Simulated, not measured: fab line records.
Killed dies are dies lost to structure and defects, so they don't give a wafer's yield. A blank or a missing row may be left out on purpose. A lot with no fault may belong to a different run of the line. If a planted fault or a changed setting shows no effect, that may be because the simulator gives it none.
Struck lot and sound lot, side by side / flow sky130 / 40 out of 708 route steps
Sound: these wafers, L189.1, L189.2, L189.6. Wafers struck: L180.1, L180.4, L180.5. The cause is named last.
For every step that has rows: the tool of each side, followed by ch and its chambers, followed by its first start. Under that, the readings that differ: sound wafers / struck wafers / difference of the means / sigmas: that difference in standard deviations of wafers without a fault.
alike: words and numbers the same on both sides, and readings whose means are apart by under 2 such deviations; not compared: readings that were withheld, readings missing a value for some wafer, numbers with overlapping values and no deviation given by the record, and bounds like >300 which may hide the same value.
Wherever a step has rows on one side only, a row that says differs or no value, or a row with sigmas, the two part there. Numbers that have no deviation but don't overlap get no sigmas and don't part them. A reading missing from all wafers of one side parts the sides only when that side holds two or more wafers.

first, 5 steps without rows for these wafers: SKY_GATE_OXIDE_COAT_05 (resist thk 1140 nm); SKY_GATE_OXIDE_SOFTBAKE_06 (time 60 s); SKY_GATE_OXIDE_EXPOSE_07 (exposes mask LVOM, target cd 600 nm); SKY_GATE_OXIDE_PEB_08; SKY_GATE_OXIDE_DEVELOP_09 (develop time 60 s).
SKY_GATE_OXIDE_OVL_MEAS_10:
  struck on overlay-01, day 17 20:44; sound on overlay-02, day 20 11:21
  alike: GATE_OXIDE_OVL
then, 2 steps without rows for these wafers: SKY_GATE_OXIDE_IMPLANT_11; SKY_GATE_OXIDE_WET_ETCH_12 (etches SiO2 in dHF, target depth 16.8 nm, time 336 s).
SKY_GATE_OXIDE_STRIP_13: strips in O2/N2.
  sound on plasma-asher-04 ch 0,1, day 20 11:55; struck on plasma-asher-04 ch 0,1, day 17 21:02
  alike: drypump-motor-current-A, n2-flow-sccm, o2-flow-sccm, oes-product-au, strip-time-to-endpoint-s
  not compared: rf-hours-counter-h
SKY_GATE_OXIDE_TW_MEAS_14:
  struck on film-metro-03, day 17 21:08; sound on film-metro-03, day 20 12:01
  alike: GATE_OXIDE_TW
then, 2 steps without rows for these wafers: SKY_GATE_OXIDE_CLEAN_15 (cleans in SC1/SC2, time 150 s); SKY_GATE_OXIDE_OXIDATION_16 (stabilise 600 s, purge 300 s, target thk 3.57 nm).
SKY_POLY_GATE_CVD_00: deposits poly-Si, target thk 180 nm, time 720 s.
  sound on lpcvd-01 ch 1, day 20 14:25; struck on lpcvd-01 ch 1, day 17 23:39
reading=model.poly-Si_of_POLY_GATE_CVD_00.thk-nm (nm); sound=178.9 179.1 177.7; struck=189.4 189.2 189.1; difference=+10.7; sigmas=
  alike: pressure-mtorr, zone-power-centre-pct
SKY_POLY_GATE_THK_MEAS_01:
  struck on film-metro-02, day 18 01:05; sound on film-metro-02, day 20 15:37
reading=POLY_GATE_CVD_00_THK (nm); sound=178.7 179.1 177.6; struck=189.3 189.3 189.0; difference=+10.7; sigmas=+7
  not compared: hold
then, 7 steps without rows for these wafers: SKY_RES_PROTECT_HMDS_01 (prime time 60 s); SKY_RES_PROTECT_COAT_02 (resist thk 1140 nm); SKY_RES_PROTECT_SOFTBAKE_03 (time 60 s); SKY_RES_PROTECT_EXPOSE_04 (exposes mask RPM, target cd 1270 nm); SKY_RES_PROTECT_PEB_05; SKY_RES_PROTECT_DEVELOP_06 (develop time 60 s); SKY_POLY_GATE_IMPLANT_02.
SKY_RES_PROTECT_STRIP_07: strips in O2/N2.
  sound on plasma-asher-04 ch 0,1, day 21 22:22; struck on plasma-asher-02 ch 0,1, day 19 08:01
  alike: drypump-motor-current-A, n2-flow-sccm, o2-flow-sccm, oes-product-au, strip-time-to-endpoint-s
  not compared: rf-hours-counter-h
SKY_RES_PROTECT_TW_MEAS_08:
  struck on film-metro-03, day 19 08:07; sound on film-metro-03, day 21 22:28
  alike: POLY_GATE_TW
SKY_RES_PROTECT_CLEAN_09: cleans in SC1/SC2, time 150 s.
  sound on wet-bench-01 ch 1, day 21 22:31; struck on wet-bench-04 ch 0, day 19 08:10
reading=model.poly-Si_of_POLY_GATE_CVD_00.thk-nm (nm); sound=178.3 178.5 177; struck=188.8 188.6 188.5; difference=+10.7; sigmas=
then, 1 step without rows for these wafers: SKY_POLY_GATE_CVD_03 (deposits Si3N4 from DCS/NH3, target thk 75 nm, time 1290 s).
SKY_POLY_GATE_THK_MEAS_04:
  struck on film-metro-02, day 19 10:41; sound on film-metro-04, day 21 23:56
  alike: POLY_GATE_CVD_03_THK
then, 8 steps without rows for these wafers: SKY_POLY_GATE_DEHYDRATE_05 (time 60 s); SKY_POLY_GATE_HMDS_06 (prime time 60 s); SKY_POLY_GATE_COAT_07 (resist thk 110 nm); SKY_POLY_GATE_COAT_08 (resist thk 450 nm); SKY_POLY_GATE_SOFTBAKE_09 (time 90 s); SKY_POLY_GATE_EXPOSE_10 (exposes mask P1M, target cd 150 nm); SKY_POLY_GATE_PEB_11; SKY_POLY_GATE_DEVELOP_12 (develop time 60 s).
SKY_POLY_GATE_CD_MEAS_13: target cd 150 nm.
  struck on cd-sem-01, day 20 17:38; sound on cd-sem-02, day 23 06:29
  alike: cd-nm
SKY_POLY_GATE_OVL_MEAS_14:
  struck on overlay-01, day 20 17:46; sound on overlay-01, day 23 06:37
  alike: POLY_GATE_OVL
SKY_POLY_GATE_ETCH_15: etches BARC in N2/H2, stops on SiO2, time 118.5 s, target depth 110 nm.
  sound on rie-diel-03 ch 0,3, day 23 06:39; struck on rie-diel-04 ch 1,2,3, day 20 17:48
  alike: drypump-motor-current-A, n2-flow-sccm, oes-product-au, throttle-valve-pct
  not compared: rf-hours-counter-h
SKY_POLY_GATE_ETCH_16: etches Si3N4 in CH3F/O2, stops on poly-Si, time 147.5 s, target depth 75 nm.
  sound on rie-diel-03 ch 0,3, day 23 06:44; struck on rie-diel-04 ch 1,2,3, day 20 17:53
  alike: drypump-motor-current-A, oes-product-au, throttle-valve-pct
  not compared: rf-hours-counter-h
SKY_POLY_GATE_ETCH_17: etches poly-Si in HBr/Cl2, stops on SiO2, target depth 180 nm, time 70.5 s.
  sound on rie-si-02 ch 2,3, day 23 06:50; struck on rie-si-02 ch 0,1,2, day 20 17:59
reading=mfc-cl2-sccm (sccm); sound=50.13 50.11 50.22; struck=49.81 49.89 49.88; difference=-0.29; sigmas=-2
reading=oes-product-au (a.u.); sound=0.988 0.984 0.993; struck=0.989 1.015 1.014; difference=+0.018; sigmas=+2
  alike: drypump-motor-current-A, throttle-valve-pct
  not compared: rf-hours-counter-h, model.POLY_GATE.feature-depth-nm, model.etch.depth-nm
SKY_POLY_GATE_STRIP_18: strips in O2/N2.
  sound on plasma-asher-01 ch 0,1, day 23 06:53; struck on plasma-asher-02 ch 0,1, day 20 18:02
  alike: drypump-motor-current-A, n2-flow-sccm, o2-flow-sccm, oes-product-au, strip-time-to-endpoint-s
  not compared: rf-hours-counter-h

WHERE THEY PART
Earliest at SKY_POLY_GATE_THK_MEAS_01; latest, in this record, at SKY_POLY_GATE_ETCH_17. Later steps at which nothing parts them and some readings are alike: SKY_POLY_GATE_STRIP_18.

WHY: whatever the simulator had introduced
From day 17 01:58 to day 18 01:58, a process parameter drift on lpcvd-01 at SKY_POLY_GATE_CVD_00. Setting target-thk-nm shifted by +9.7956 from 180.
